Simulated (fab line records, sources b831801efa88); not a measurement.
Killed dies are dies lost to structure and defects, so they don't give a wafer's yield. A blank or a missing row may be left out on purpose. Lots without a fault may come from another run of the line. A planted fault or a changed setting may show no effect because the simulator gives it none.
A struck lot beside a sound one | flow sky130 | 44 steps out of a route of 708
Sound: wafers L791.1, L791.3, L791.4. Struck: wafer L803.4. (L803.2 of the same lot was not struck and is left out.) The cause comes at the end.
At each step with rows: each side's tool, then ch and its chambers, then its first start. Under that, the readings that differ: sound wafers | struck wafers | difference of the means | sigmas: that difference in standard deviations of wafers without a fault.
alike: readings whose means differ by less than 2 such deviations, and words and numbers that are the same on both sides. not compared: withheld readings, readings that some wafer has no value for, bounds like >300 that may hide the same value, and numbers for which the record gives no deviation and whose values overlap.
The two part at a step that has a row with sigmas, a row that says differs or no value, or rows on one side only. Numbers that don't overlap but have no deviation are shown without sigmas and don't part them. A reading that every wafer of one side lacks parts them only if that side has two wafers or more.

first, 2 steps without rows for these wafers: SKY_NWELL_IMPLANT_12; SKY_NWELL_IMPLANT_13.
SKY_NWELL_STRIP_14: strips in O2/N2.
  sound on plasma_asher-04 ch 0,1, day 4 17:16; struck on plasma_asher-01 ch 0, day 7 15:59
  alike: drypump_motor_current_A, oes_product_au, strip_time_to_endpoint_s
  not compared: rf_hours_counter_h
SKY_NWELL_TW_MEAS_15:
  sound on film_metro-04, day 4 17:22; struck on film_metro-01, day 7 16:05
  alike: NWELL_TW
then, 7 steps without rows for these wafers: SKY_NWELL_DEHYDRATE_16 (time 60 s); SKY_NWELL_HMDS_17 (prime time 60 s); SKY_NWELL_COAT_18 (resist thk 3000 nm); SKY_NWELL_SOFTBAKE_19; SKY_NWELL_EXPOSE_20 (exposes mask NWM COMPLEMENT, target cd 840 nm); SKY_NWELL_PEB_21; SKY_NWELL_DEVELOP_22 (develop time 60 s).
SKY_NWELL_OVL_MEAS_23:
  sound on overlay-02, day 5 11:50; struck on overlay-01, day 8 13:09
  alike: NWELL_01_OVL
SKY_NWELL_IMPLANT_24:
  sound on implanter-04 ch 0, day 5 11:53; struck on implanter-04 ch 0, day 8 13:12
SKY_NWELL_STRIP_25: strips in O2/N2.
  sound on plasma_asher-02 ch 0,1, day 5 12:02; struck on plasma_asher-01 ch 1, day 8 13:20
  reading                     | sound       | struck | difference | sigmas
  drypump_motor_current_A (A) | 6.2 6.0 6.1 | 5.1    | -1.0       | -2
  alike: oes_product_au, strip_time_to_endpoint_s
  not compared: rf_hours_counter_h
SKY_NWELL_TW_MEAS_26:
  sound on film_metro-02, day 5 12:08; struck on film_metro-01, day 8 13:26
  alike: NWELL_2_TW
then, 1 step without rows for these wafers: SKY_NWELL_CLEAN_27 (cleans in SC1/SC2, time 150 s).
SKY_NWELL_RTA_28: time 30 s.
  sound on rtp_anneal-02 ch 0, day 5 12:14; struck on rtp_anneal-02 ch 0, day 8 13:34
  alike: lamp_power_pct, wafer_temp_C_max
SKY_NWELL_RS_MEAS_29: measures by four-point-probe.
  sound on film_metro-01, day 5 12:20; struck on film_metro-02, day 8 13:40
  alike: NWELL_RS
SKY_NWELL_RS_MEAS_31: measures by four-point-probe.
  sound on film_metro-01, day 5 12:35; struck on film_metro-02, day 8 13:54
  alike: PWDE_RS
then, 7 steps without rows for these wafers: SKY_VT_ADJUST_HVTP_DEHYDRATE_00 (time 60 s); SKY_VT_ADJUST_HVTP_HMDS_01 (prime time 60 s); SKY_VT_ADJUST_HVTP_COAT_02 (resist thk 1140 nm); SKY_VT_ADJUST_HVTP_SOFTBAKE_03 (time 60 s); SKY_VT_ADJUST_HVTP_EXPOSE_04 (exposes mask HVTPM, target cd 380 nm); SKY_VT_ADJUST_HVTP_PEB_05; SKY_VT_ADJUST_HVTP_DEVELOP_06 (develop time 60 s).
SKY_VT_ADJUST_HVTP_CD_MEAS_07: target cd 380 nm.
  sound on cd_sem-01, day 6 07:25; struck on cd_sem-02, day 9 11:38
  reading    | sound             | struck | difference | sigmas
  cd_nm (nm) | 386.1 384.1 383.7 | 375.6  | -9.0       | -4
SKY_VT_ADJUST_HVTP_OVL_MEAS_08:
  sound on overlay-01, day 6 07:32; struck on overlay-02, day 9 11:44
  alike: VT_ADJUST_HVTP_OVL
then, 1 step without rows for these wafers: SKY_VT_ADJUST_HVTP_IMPLANT_09.
SKY_VT_ADJUST_HVTP_STRIP_10: strips in O2/N2.
  sound on plasma_asher-03 ch 0,1, day 6 07:43; struck on plasma_asher-04 ch 1, day 9 11:55
  alike: drypump_motor_current_A, oes_product_au, strip_time_to_endpoint_s
  not compared: rf_hours_counter_h
SKY_VT_ADJUST_HVTP_TW_MEAS_11:
  sound on film_metro-01, day 6 07:49; struck on film_metro-01, day 9 12:02
  alike: VT_ADJUST_HVTP_TW
then, 7 steps without rows for these wafers: SKY_VT_ADJUST_LVTN_DEHYDRATE_00 (time 60 s); SKY_VT_ADJUST_LVTN_HMDS_01 (prime time 60 s); SKY_VT_ADJUST_LVTN_COAT_02 (resist thk 3000 nm); SKY_VT_ADJUST_LVTN_SOFTBAKE_03; SKY_VT_ADJUST_LVTN_EXPOSE_04 (exposes mask NWM COMPLEMENT LESS NATIVE, target cd 840 nm); SKY_VT_ADJUST_LVTN_PEB_05; SKY_VT_ADJUST_LVTN_DEVELOP_06 (develop time 60 s).
SKY_VT_ADJUST_LVTN_OVL_MEAS_07:
  sound on overlay-02, day 7 03:16; struck on overlay-01, day 10 10:45
  alike: VT_ADJUST_LVTN_OVL
then, 1 step without rows for these wafers: SKY_VT_ADJUST_LVTN_IMPLANT_08.
SKY_VT_ADJUST_LVTN_STRIP_09: strips in O2/N2.
  sound on plasma_asher-01 ch 0,1, day 7 03:28; struck on plasma_asher-01 ch 0, day 10 10:56
  alike: drypump_motor_current_A, oes_product_au, strip_time_to_endpoint_s
  not compared: rf_hours_counter_h
-- the record jumps here: 27 days lie between the struck wafers' starts before and after (it left off in module VT_ADJUST_LVTN and takes up again in module VIA1, whose first step shown is number 459 of the route) --
SKY_VIA1_THK_MEAS_01:
  sound on film_metro-01, day 33 23:38; struck on film_metro-01, day 37 14:30
  alike: VIA1_HDPCVD_THK
  not compared: hold
SKY_VIA1_CMP_02: polishes SiO2.
  sound on cmp-02 ch 1,2,3, day 33 23:42; struck on cmp-02 ch 1, day 37 21:40
  reading            | sound             | struck                   | difference                   | sigmas
  hold               | - - -             | await_dispo/6.9h/release | no value on the sound wafers |
  slurry_flow_ml_min | 149.6 150.4 150.2 | 149.2                    | -0.9                         | -2
  alike: motor_current_A
-- the record jumps here: 12 days lie between the struck wafers' starts before and after (it left off in module VIA1 and takes up again in module PAD_OPEN, whose first step shown is number 708 of the route) --
SKY_PAD_OPEN_PROBE_99:
  sound on prober-01, day 47 01:29; struck on prober-02, day 49 18:38
  reading                                          | sound             | struck | difference | sigmas
  killed_at_M4_up                                  | 3 4 4             | 0      | -4         | -2
  killed_at_front_end                              | 11 22 13          | 26     | +11        | +2
  model.etest.res_pwell_under_gate.rs_ohm_sq_range | 47.73 51.94 54.41 | 190.5  | +139.1     |
  alike: killed_at_M0_to_M3, killed_at_contacts, killed_at_other, killed_dies, killed_on_rim, killed_open, killed_short

WHERE THEY PART
First at SKY_NWELL_STRIP_25; last, within this record, at SKY_PAD_OPEN_PROBE_99.

WHY: what the simulator had put in
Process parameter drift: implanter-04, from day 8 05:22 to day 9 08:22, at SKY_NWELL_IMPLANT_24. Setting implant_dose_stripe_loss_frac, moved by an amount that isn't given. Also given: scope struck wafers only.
